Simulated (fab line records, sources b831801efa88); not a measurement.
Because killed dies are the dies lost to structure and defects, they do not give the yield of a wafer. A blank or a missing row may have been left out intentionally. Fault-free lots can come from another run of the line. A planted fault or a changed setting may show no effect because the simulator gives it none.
Which tool did it? -- flow sky130 -- 12 lots (36 wafers sampled), 1 step of a 708-step route

## WHAT THE GAUGES SHOWED, per wafer
SKY_NWELL_OVL_MEAS_23.
lot,measured,on,NWELL_01_OVL (nm)
L074,day 5 16:07,overlay-01,-2.4 -1.5 0.4
L077,day 5 21:46,overlay-01,-3.3 -1.5 1.4
L079,day 6 10:21,overlay-02,2.1 0.0 1.9
L081,day 7 03:51,overlay-01,-1.4 -3.2 -3.5
L083,day 7 23:00,overlay-01,0.3 0.4 0.9
L085,day 8 11:23,overlay-01,0.6 -0.2 1.2
L087,day 8 21:58,overlay-01,1.0 -1.1 -0.8
L088,day 9 02:12,overlay-01,-0.6 0.4 0.9
L091,day 9 15:27,overlay-01,2.0 2.5 2.7
L093,day 10 04:59,overlay-02,-2.9 -3.7 -2.6
L095,day 10 12:17,overlay-01,-1.8 1.2 -1.9
L097,day 11 03:14,overlay-01,0.9 0.4 1.1

## EACH LOT AND THE TOOL THAT RAN IT (in order: tool; ch and the chambers of the sampled wafers; start)
Before these readings, the record contains no process step.

## THE ANSWER, worked out from the rows above alone
Rule: the lots themselves supply what counts as usual. Put in order of their means at a reading, lots are off if they are a third of the lots or fewer, leave a main group of 4 or more, and stand apart from it by a gap of 3 or more times the standard deviation of the main group's means; of several such gaps the widest counts. A main group whose means are all the same, to the digits that the tables above print for the reading, isn't used. Also off: a lot with no number at a reading for which 4 or more lots have one. Any other lot the step has rows for is counted as sound.
Across all readings shown, no lot is off: no conclusion can be drawn from this.

## WHAT THE SIMULATOR HAD INSERTED
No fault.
